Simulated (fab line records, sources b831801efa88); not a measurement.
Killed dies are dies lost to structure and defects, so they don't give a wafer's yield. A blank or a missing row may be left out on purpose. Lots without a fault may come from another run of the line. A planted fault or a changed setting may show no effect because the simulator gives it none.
Which tool did it? | flow gf180mcu | 14 lots, 42 wafers sampled, at 5 steps of a route of 602

WHAT THE GAUGES READ, wafer by wafer
GF_POLY_GATE_THK_MEAS_17.
lot  | measured     | on            | POLY_GATE_OXIDATION_THK (nm)
L936 | day 9 05:41  | film_metro-04 | 3.90 3.87 3.86
L937 | day 9 20:23  | film_metro-02 | 3.89 3.98 3.94
L938 | day 9 20:23  | film_metro-03 | 3.86 3.93 3.99
L941 | day 10 17:44 | film_metro-02 | 3.92 3.67 3.77
L942 | day 11 09:16 | film_metro-03 | 4.06 3.98 3.99
L943 | day 11 09:19 | film_metro-04 | 3.96 3.94 3.96
L944 | day 11 12:41 | film_metro-04 | 4.01 3.93 3.97
L945 | day 12 05:05 | film_metro-03 | 3.89 3.94 3.94
L948 | day 12 19:40 | film_metro-03 | 3.96 4.06 3.93
L949 | day 13 05:22 | film_metro-02 | 4.11 4.06 4.04
L950 | day 13 17:48 | film_metro-03 | 4.00 4.01 4.04
L951 | day 13 17:48 | film_metro-04 | 4.02 4.10 4.06
L952 | day 13 19:50 | film_metro-03 | 3.98 3.92 3.96
L956 | day 15 14:28 | film_metro-03 | 3.98 4.03 4.00

GF_POLY_GATE_CD_MEAS_18.
lot  | measured     | on        | cd_nm (nm)
L936 | day 9 05:45  | cd_sem-02 | 281.9 284.2 284.2
L937 | day 9 20:27  | cd_sem-02 | 282.4 281.5 279.9
L938 | day 9 20:29  | cd_sem-01 | 283.0 282.6 282.7
L941 | day 10 17:50 | cd_sem-01 | 281.2 282.6 280.6
L942 | day 11 09:20 | cd_sem-01 | 279.6 280.3 281.0
L943 | day 11 09:23 | cd_sem-02 | 276.4 275.9 278.9
L944 | day 11 12:46 | cd_sem-01 | 281.2 284.3 281.6
L945 | day 12 05:08 | cd_sem-02 | 282.5 279.8 280.0
L948 | day 12 19:47 | cd_sem-01 | 277.5 278.2 281.1
L949 | day 13 05:26 | cd_sem-01 | 281.3 280.9 282.3
L950 | day 13 17:52 | cd_sem-02 | 282.0 278.9 281.5
L951 | day 13 17:52 | cd_sem-01 | 280.6 280.4 281.1
L952 | day 13 19:54 | cd_sem-01 | 280.2 279.0 281.2
L956 | day 15 14:32 | cd_sem-02 | 278.2 277.0 278.4

GF_HV_LDD_TW_MEAS_38.
lot  | measured     | on            | HV_LDD_3_TW
L936 | day 11 12:52 | film_metro-02 | 1429 1421 1422
L937 | day 12 05:44 | film_metro-04 | 1431 1431 1430
L938 | day 12 06:25 | film_metro-02 | 1431 1427 1431
L941 | day 13 04:59 | film_metro-04 | 1433 1431 1417
L942 | day 13 20:58 | film_metro-04 | 1435 1429 1430
L943 | day 13 22:14 | film_metro-04 | 1428 1434 1438
L944 | day 14 00:26 | film_metro-04 | 1430 1441 1435
L945 | day 14 19:31 | film_metro-04 | 1437 1436 1429
L948 | day 15 10:45 | film_metro-04 | 1434 1436 1439
L949 | day 15 21:35 | film_metro-04 | 1465 1461 1473
L950 | day 16 09:59 | film_metro-04 | 1421 1425 1428
L951 | day 16 10:52 | film_metro-02 | 1480 1472 1471
L952 | day 16 12:22 | film_metro-02 | 1438 1441 1441
L956 | day 18 10:52 | film_metro-04 | 1439 1430 1435

GF_HV_LDD_THK_MEAS_57.
lot  | measured     | on            | HV_LDD_CVD_56_THK (nm)
L936 | day 12 10:50 | film_metro-02 | 89.5 90.1 88.7
L937 | day 13 04:13 | film_metro-02 | 89.9 89.3 90.3
L938 | day 13 04:53 | film_metro-02 | 89.0 88.8 88.7
L941 | day 14 04:31 | film_metro-04 | 90.0 89.1 89.2
L942 | day 14 19:47 | film_metro-04 | 89.3 89.1 89.5
L943 | day 14 22:28 | film_metro-04 | 90.0 90.5 90.3
L944 | day 15 01:26 | film_metro-04 | 90.7 90.1 90.5
L945 | day 15 20:38 | film_metro-04 | 90.9 90.1 91.1
L948 | day 16 11:23 | film_metro-04 | 89.8 89.7 89.5
L949 | day 16 22:22 | film_metro-04 | 90.4 90.3 90.1
L950 | day 17 11:18 | film_metro-02 | 90.9 90.9 90.8
L951 | day 17 12:43 | film_metro-04 | 90.7 90.4 89.9
L952 | day 17 15:33 | film_metro-04 | 91.0 91.1 91.6
L956 | day 19 13:52 | film_metro-02 | 89.1 89.0 89.0

WHICH TOOL RAN EACH LOT (tool, then ch and the chambers of the sampled wafers, then the start)
lot  | GF_HV_LDD_IMPLANT_36
L936 | implanter-03 ch 0, day 11 12:37
L937 | implanter-03 ch 0, day 12 05:29
L938 | implanter-01 ch 0, day 12 06:10
L941 | implanter-01 ch 0, day 13 04:46
L942 | implanter-02 ch 0, day 13 20:40
L943 | implanter-01 ch 0, day 13 21:59
L944 | implanter-01 ch 0, day 14 00:13
L945 | implanter-01 ch 0, day 14 19:05
L948 | implanter-03 ch 0, day 15 10:28
L949 | implanter-03 ch 0, day 15 21:20
L950 | implanter-01 ch 0, day 16 09:44
L951 | implanter-03 ch 0, day 16 10:37
L952 | implanter-01 ch 0, day 16 12:07
L956 | implanter-02 ch 0, day 18 10:37
- GF_HV_LDD_IMPLANT_36

WHAT THE TOOLS THEMSELVES READ (means of the sampled wafers that have a number; where no wafer has one, the mark that the record gives instead)
GF_HV_LDD_IMPLANT_36.
lot  | tool         | dose_ions_cm2 | faraday_current_uA
L936 | implanter-03 | 7.498e+12     | 41.9
L937 | implanter-03 | 7.503e+12     | 41.8
L938 | implanter-01 | 7.505e+12     | 42.8
L941 | implanter-01 | 7.495e+12     | 42.1
L942 | implanter-02 | 7.508e+12     | 41.3
L943 | implanter-01 | 7.504e+12     | 42.1
L944 | implanter-01 | 7.497e+12     | 41.0
L945 | implanter-01 | 7.496e+12     | 42.1
L948 | implanter-03 | 7.490e+12     | 42.3
L949 | implanter-03 | 9.710e+12     | 55.2
L950 | implanter-01 | 7.497e+12     | 42.4
L951 | implanter-03 | 9.712e+12     | 54.4
L952 | implanter-01 | 7.504e+12     | 43.4
L956 | implanter-02 | 7.500e+12     | 43.0

THE ANSWER, worked out from the rows above alone
Rule: what is usual is taken from the lots themselves. Put in order of their means at a reading, lots are off if they are a third of the lots or fewer, leave a main group of 4 or more, and stand apart from it by a gap of 3 or more times the standard deviation of the main group's means; of several such gaps the widest counts. A main group whose means are all the same, to the digits that the tables above print for the reading, isn't used. A lot without any number at a reading at which 4 lots or more have one is off too. The other lots that the step has rows for count as sound. The gauges are gone through in route order, then the tools' own readings, and for those a lot's mean is taken as printed above. The first step at which some lot is off is used, and at that step the reading that is off furthest; a lot without a number counts as furthest.
Off: L949, L951, at GF_HV_LDD_TW_MEAS_38 (HV_LDD_3_TW). The main group: mean 1432, standard deviation 4.6.
A tool fits if, at a process step before that reading, it ran every lot that is off, and no sound lot after the first of them. The gauges at GF_HV_LDD_TW_MEAS_38 aren't tried: what is off there is off at GF_HV_LDD_IMPLANT_36 too, on other tools, and a gauge's error can't cause that. One fits: implanter-03 at GF_HV_LDD_IMPLANT_36. Its last sound lot is L948 (day 15 10:28), its first lot that is off L949 (day 15 21:20): a fault that began between those two fits.
The tool's own readings at GF_HV_LDD_IMPLANT_36 bear it out: on the lots that are off they differ by more than 5 times the standard deviation of the sound lots' means. dose_ions_cm2 reads 9.711e+12 there against 7.500e+12 on the sound lots; faraday_current_uA reads 54.8 there against 42.2 on the sound lots.

WHAT THE SIMULATOR HAD PUT IN
Process parameter drift: implanter-03, from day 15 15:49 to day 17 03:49, at GF_HV_LDD_IMPLANT_36. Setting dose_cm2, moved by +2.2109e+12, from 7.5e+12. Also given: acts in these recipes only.
Lots struck among those shown: L949, L951. The rule above found the same.
